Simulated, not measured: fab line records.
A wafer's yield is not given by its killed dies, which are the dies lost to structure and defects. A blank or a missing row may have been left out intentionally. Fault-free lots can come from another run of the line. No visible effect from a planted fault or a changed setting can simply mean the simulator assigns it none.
Struck lot and sound lot, side by side | flow gf180mcu | 16 out of 602 route steps
Sound: these wafers, L362.3, L362.4, L362.5. Struck: wafers L359.1, L359.2, L359.5. The cause is given at the end.
Order at every step that has rows: each side's tool, ch and its chambers, its first start. Under that, the readings that differ: sound wafers | struck wafers | difference of the means | sigmas: that difference in standard deviations of wafers without a fault.
alike: a reading whose means differ by less than 2 such deviations, as well as words and numbers matching on both sides. not compared: withheld readings; readings where some wafer has no value; bounds like >300 that might hide an equal value; numbers whose values overlap and for which the record gives no deviation.
The two part at a step that has a row with sigmas, a row that says differs or no value, or rows on one side only. Numbers that have no deviation but don't overlap get no sigmas and don't part them. Lack of a reading on every wafer of one side parts them only where that side has two or more wafers.

first, 1 step without rows for these wafers: GF_STI_OXIDATION_01 (stabilise 600 s, purge 300 s, target thk 10 nm).
GF_STI_THK_MEAS_02:
  sound on film metro-02, day 5 06:28; struck on film metro-01, day 4 16:49
  alike: STI_OXIDATION_THK
then, 1 step without rows for these wafers: GF_STI_CVD_03 (deposits Si3N4 from DCS/NH3, target thk 207.16 nm, time 3551 s).
GF_STI_THK_MEAS_04:
  sound on film metro-01, day 5 08:31; struck on film metro-01, day 4 19:49
  alike: STI_CVD_03_THK
then, 7 steps without rows for these wafers: GF_STI_DEHYDRATE_05 (time 60 s); GF_STI_HMDS_06 (prime time 60 s); GF_STI_COAT_07 (resist thk 700 nm); GF_STI_SOFTBAKE_08 (time 60 s); GF_STI_EXPOSE_09 (exposes mask COMP, target cd 220 nm); GF_STI_PEB_10 (peb time 90 s); GF_STI_DEVELOP_11 (develop time 60 s).
GF_STI_CD_MEAS_12: target cd 220 nm.
  sound on cd sem-02, day 5 22:26; struck on cd sem-02, day 5 09:12
  alike: cd nm
GF_STI_ETCH_13: etches the open film in CHF3/O2, stops on Si, target depth 282.31 nm, time 112.9 s.
  sound on rie diel-03 ch 0,1,3, day 5 22:31; struck on rie diel-04 ch 0,2,3, day 5 09:19
  reading                              | sound             | struck                  | difference | sigmas
  oes product au (a.u.)                | 0.872 0.867 0.857 | 0.789 0.781 0.788       | -0.079     | -11
  over etch frac                       | 0.3 0.3 0.3       | 0.53755 0.53755 0.53755 | +0.23755   |
  throttle valve pct (%)               | 8.815 8.829 8.832 | 8.793 8.799 8.801       | -0.028     | -3
  model.KrF_of_STI_COAT_07.thk nm (nm) | 442.5 445.4 437.8 | 398.8 398.3 388.2       | -46.8      |
  alike: drypump motor current A
  not compared: rf hours counter h
GF_STI_ETCH_14: etches Si in HBr/Cl2/O2, target depth 360 nm, time 102.9 s.
  sound on rie si-01 ch 0,1,3, day 5 22:35; struck on rie si-01 ch 1,2,3, day 5 09:24
  reading                              | sound           | struck            | difference | sigmas
  model.KrF_of_STI_COAT_07.thk nm (nm) | 326.6 326 316.8 | 278.2 278.5 270.6 | -47.4      |
  alike: drypump motor current A, oes product au, throttle valve pct
  not compared: rf hours counter h
GF_STI_STRIP_15: strips in O2/N2.
  sound on plasma asher-02 ch 0,1, day 5 22:42; struck on plasma asher-03 ch 0,1, day 5 09:29
  reading                      | sound             | struck            | difference | sigmas
  oes product au (a.u.)        | 0.377 0.382 0.389 | 0.360 0.364 0.368 | -0.019     | -4
  strip time to endpoint s (s) | 3.81 3.80 3.70    | 3.28 3.29 3.22    | -0.51      | -11
  alike: drypump motor current A, heater power w
  not compared: rf hours counter h
then, 1 step without rows for these wafers: GF_STI_CLEAN_16 (cleans in dHF, time 25 s).

## WHERE THEY PART
Earliest at GF_STI_ETCH_13; latest, in this record, at GF_STI_STRIP_15.

WHY: what had been put in by the simulator
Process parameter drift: rie diel-04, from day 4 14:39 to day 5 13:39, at GF_STI_ETCH_13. Setting over etch frac shifted by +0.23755 from 0.3.
